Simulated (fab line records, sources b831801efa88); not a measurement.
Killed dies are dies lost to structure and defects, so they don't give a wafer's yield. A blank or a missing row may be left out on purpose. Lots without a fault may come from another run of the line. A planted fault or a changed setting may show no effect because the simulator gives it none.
Chamber matching | flow sfq_line | SFQ_TRILAYER_I1_CMP_CMP_046 on cmp-01: 4 sister chambers
The step polishes SiO2. 4 wafers are shown with their chamber, then 7 later ones without.

WAFERS WITH THEIR CHAMBER
wafer  | chamber | motor_current_A (A)
L938.1 | 0       | 11.5
L940.2 | 2       | 10.9
L944.2 | 1       | 9.7
L944.3 | 3       | 9.0

WAFERS WITHOUT THEIR CHAMBER
wafer  | motor_current_A (A)
L944.4 | 11.3
L945.2 | 9.5
L945.5 | 9.2
L945.6 | 10.9
L950.4 | 9.2
L950.5 | 11.1
L950.6 | 9.7

WHICH CHAMBER EACH WENT THROUGH
wafer  | from the rows above     | in truth
L944.4 | can't be placed: 0 or 2 | 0
L945.2 | can't be placed: 1 or 3 | 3
L945.5 | can't be placed: 3 or 1 | 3
L945.6 | 2                       | 2
L950.4 | can't be placed: 3 or 1 | 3
L950.5 | can't be placed: 2 or 0 | 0
L950.6 | 1                       | 1
Placed correctly: 2 of 7. Can't be placed from these rows: 5 (the true chamber is among the candidates in 5). Placed wrongly: 0.
How it was worked out, from the rows above alone: a wafer's distance from a chamber is the root of the sum, over the readings, of the square of ((its reading less the chamber's mean) divided by the reading's scatter). The wafer belongs to the nearest chamber; if the next one is less than 2 further off, it can't be placed. A chamber's mean is the mean of its shown wafers. The scatter: with one shown wafer a chamber, the root of the mean of the squares of how far each hidden wafer lies from its nearest shown one.
